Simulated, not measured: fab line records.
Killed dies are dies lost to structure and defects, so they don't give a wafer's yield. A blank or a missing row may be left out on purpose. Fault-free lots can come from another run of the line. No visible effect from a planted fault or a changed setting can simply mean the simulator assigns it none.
Comparing a struck lot with a sound one | flow sky130 | 15 steps out of a route of 708
Sound: the wafers L654.1, L654.3, L654.6. Struck: wafer L672.4 (left out: L672.3, L672.6 of the same lot, which were not struck); the cause appears at the end.
Each step with rows lists, per side, the tool, then ch with its chambers, then its first start. Under that, the readings that differ: sound wafers | struck wafers | difference of the means | sigmas: that difference in standard deviations of wafers without a fault.
alike: readings with means less than 2 such deviations apart, plus words and numbers identical on both sides. not compared: withheld readings, readings lacking a value on some wafer, bounds such as >300 that could conceal the same value, and numbers that have no deviation in the record and whose values overlap.
The two part at a step that has a row with sigmas, a row that says differs or no value, or rows on one side only. When numbers do not overlap yet have no deviation, they are printed without sigmas and do not part them. A reading missing from all wafers of one side parts the sides only when that side holds two or more wafers.

first, 3 steps without rows for these wafers: SKY_VIA2_EXPOSE_09 (exposes mask VIM2, target cd 200 nm); SKY_VIA2_PEB_10; SKY_VIA2_DEVELOP_11 (develop time 60 s).
SKY_VIA2_CD_MEAS_12 targets a cd of 200 nm.
  sound: cd-sem-02 at day 36 02:43; struck: cd-sem-01 at day 41 18:11
  alike: cd-nm
SKY_VIA2_OVL_MEAS_13:
  sound: overlay-02 at day 36 02:50; struck: overlay-01 at day 41 18:17
  reading       | sound   | struck | difference | sigmas
  VIA2_OVL (nm) | 6 -3 -2 | 11     | +11        | +2
SKY_VIA2_ETCH_14: etches BARC in N2/H2, stops on SiO2, time 45.9 s, target depth 60 nm.
  sound on rie-diel-04 ch 0,3, day 36 02:53; struck on rie-diel-01 ch 3, day 41 18:18
  alike: drypump-motor-current-A, oes-product-au, throttle-valve-pct
  not compared: rf-hours-counter-h
SKY_VIA2_ETCH_15: etches SiO2 in C4F8/O2/Ar, stops on TiN, target depth 546 nm, time 84 s.
  sound on rie-diel-04 ch 0,3, day 36 02:55; struck on rie-diel-01 ch 3, day 41 18:20
  alike: oes-product-au
  not compared: rf-hours-counter-h
SKY_VIA2_STRIP_16: strips in O2/N2.
  sound on plasma-asher-03 ch 1, day 36 02:59; struck on plasma-asher-04 ch 1, day 41 18:26
  reading                      | sound             | struck | difference | sigmas
  drypump-motor-current-A (A)  | 6.4 6.4 6.4       | 5.5    | -0.9       | -3
  strip-time-to-endpoint-s (s) | 4.103 4.069 4.068 | 4.008  | -0.072     | -2
  alike: oes-product-au
  not compared: rf-hours-counter-h
then, 3 steps without rows for these wafers: SKY_VIA2_STRIP_17 (strips in post etch residue remover, time 1200 s); SKY_VIA2_CLEAN_18 (cleans in IPA, time 180 s); SKY_VIA2_CLEAN_19 (cleans in O3/DIW).
SKY_VIA2_SPUTTER_20: material TiN, target thk 20 nm, time 80 s.
  sound: pvd-sputter-04 at day 36 03:35; struck: pvd-sputter-02 at day 41 19:01
  alike: throttle-valve-pct
SKY_VIA2_CVD_21: deposits W, target thk 420 nm, time 126.4 s.
  sound on cvd-w-01 ch 0, day 36 03:38; struck on cvd-w-01 ch 1, day 41 19:07
  reading                      | sound             | struck | difference | sigmas
  chamber-pressure-Torr (Torr) | 39.90 40.02 39.97 | 41.66  | +1.70      | +20
  alike: heater-power-w
SKY_VIA2_RS_MEAS_22: the measuring method here is four-point-probe.
  sound: film-metro-04 at day 36 03:46; struck: film-metro-02 at day 41 19:14
  alike: VIA2_W_RS
-- the record jumps here: 8 days lie between the struck wafers' starts before and after (it left off in module VIA2 and takes up again in module PAD_OPEN, whose first step shown is number 708 of the route) --
SKY_PAD_OPEN_PROBE_99:
  only the struck wafers here have rows in the record (prober-02, day 50 01:19); the sound ones have none

## WHERE THEY PART
First at SKY_VIA2_OVL_MEAS_13; last, within this record, at SKY_PAD_OPEN_PROBE_99.

WHY: what had been put in by the simulator
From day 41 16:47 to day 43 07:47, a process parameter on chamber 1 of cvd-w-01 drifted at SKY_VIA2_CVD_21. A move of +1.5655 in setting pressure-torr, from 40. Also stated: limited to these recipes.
